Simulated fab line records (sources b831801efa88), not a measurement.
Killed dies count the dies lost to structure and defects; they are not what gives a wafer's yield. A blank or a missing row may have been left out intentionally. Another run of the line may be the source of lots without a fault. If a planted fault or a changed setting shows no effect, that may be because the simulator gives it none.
One fault through the eyes of 2 desks :: flow sfq-line :: what lay behind the numbers comes last; until then each desk has only its own

== FOR THE TOOL OWNER'S DESK: cmp-01 ==
The tool's own readings at SFQ_TRILAYER_I4_CMP_CMP_100 (polishes SiO2): means of the sampled wafers that have a number, for each lot that ran on this tool. If a lot's mean is further than 4 standard deviations from the usual mean, the lot is out of limits and carries the mark OUT (the distance appears in the brackets).
Columns: A = motor-current-A at SFQ_TRILAYER_I4_CMP_CMP_100, usual 10.2 A; B = time-to-endpoint-s at SFQ_TRILAYER_I4_CMP_CMP_100, usual 218 s
lot: L871
first seen here: day 54 03:54
A: 10.7
B: 212

lot: L873
first seen here: day 55 11:00
A: 10.5
B: 212

lot: L874
first seen here: day 55 17:30
A: 10.4
B: 224

lot: L894
first seen here: day 63 00:15
A: 10.2
B: 217
Finding of this desk: none of the 4 lots has anything out of limits.

== THE METROLOGY DESK ==
What the gauges read for every lot (on any tool): the sampled wafers with a number, averaged. If a lot's mean is further than 4 standard deviations from the usual mean, the lot is out of limits and carries the mark OUT (the distance appears in the brackets).
Columns: A = M4_OVL at SFQ_M4_OVL_MEAS_926, usual 0 nm; B = I4_BOW at SFQ_I4_BOW_MEAS_927, usual 4 um; C = I4_OVL at SFQ_I4_OVL_MEAS_928, usual 3 nm; D = JJ_NB_RS at SFQ_JJ_RS_MEAS_929, usual 1.049 ohm/sq; E = J5_OVL at SFQ_JJ_OVL_MEAS_931, usual 1 nm
lot: L871
first seen here: day 54 02:03
A: 0
B: -1
C: 2
D: 1.034
E: -1

lot: L873
first seen here: day 55 09:23
A: -0
B: -9
C: 2
D: 1.053
E: -1

lot: L874
first seen here: day 55 14:11
A: -5
B: 8
C: 9
D: 1.050
E: 4

lot: L886
first seen here: day 60 21:25
A: 4
B: -0
C: -1
D: 1.053
E: 5

lot: L889
first seen here: day 61 15:25
A: -8
B: -3
C: -2
D: 1.058
E: 3

lot: L894
first seen here: day 62 20:20
A: 4
B: 2
C: 5
D: 1.035
E: -6
Finding of this desk: none of the 6 lots has anything out of limits.

== BROUGHT TOGETHER ==
Nothing out of limits was seen by the tool owner's desk.
The metrology desk saw nothing out of limits.

== WHAT THE SIMULATOR PUT IN ==
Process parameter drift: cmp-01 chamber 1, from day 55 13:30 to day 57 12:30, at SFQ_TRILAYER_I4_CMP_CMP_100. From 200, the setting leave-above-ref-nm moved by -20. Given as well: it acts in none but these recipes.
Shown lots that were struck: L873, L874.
